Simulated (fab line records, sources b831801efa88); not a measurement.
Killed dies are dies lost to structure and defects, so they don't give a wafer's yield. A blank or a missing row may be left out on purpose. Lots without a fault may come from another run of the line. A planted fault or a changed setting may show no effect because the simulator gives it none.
Chamber matching | flow gf180mcu | GF_V2_CMP_04 on cmp-02: 4 sister chambers
The step polishes SiO2. 4 wafers are shown with their chamber, then 8 later ones without.

WAFERS WITH THEIR CHAMBER
wafer  | chamber | motor_current_A (A)
L363.4 | 3       | 10.9
L364.3 | 1       | 11.2
L364.5 | 2       | 12.6
L365.3 | 0       | 14.6

WAFERS WITHOUT THEIR CHAMBER
wafer  | motor_current_A (A)
L365.5 | 11.9
L365.6 | 11.2
L366.1 | 10.9
L366.4 | 14.5
L366.6 | 10.8
L377.1 | 12.7
L377.5 | 13.3
L377.6 | 11.3

WHICH CHAMBER EACH WENT THROUGH
wafer  | from the rows above          | in truth
L365.5 | can't be placed: 2 or 1 or 3 | 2
L365.6 | can't be placed: 1 or 3      | 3
L366.1 | can't be placed: 3 or 1      | 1
L366.4 | 0                            | 0
L366.6 | can't be placed: 3 or 1      | 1
L377.1 | 2                            | 2
L377.5 | can't be placed: 2 or 0      | 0
L377.6 | can't be placed: 1 or 3      | 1
Placed correctly: 2 of 8. Can't be placed from these rows: 6 (the true chamber is among the candidates in 6). Placed wrongly: 0.
How it was worked out, from the rows above alone: a wafer's distance from a chamber is the root of the sum, over the readings, of the square of ((its reading less the chamber's mean) divided by the reading's scatter). The wafer belongs to the nearest chamber; if the next one is less than 2 further off, it can't be placed. A chamber's mean is the mean of its shown wafers. The scatter: with one shown wafer a chamber, the root of the mean of the squares of how far each hidden wafer lies from its nearest shown one.
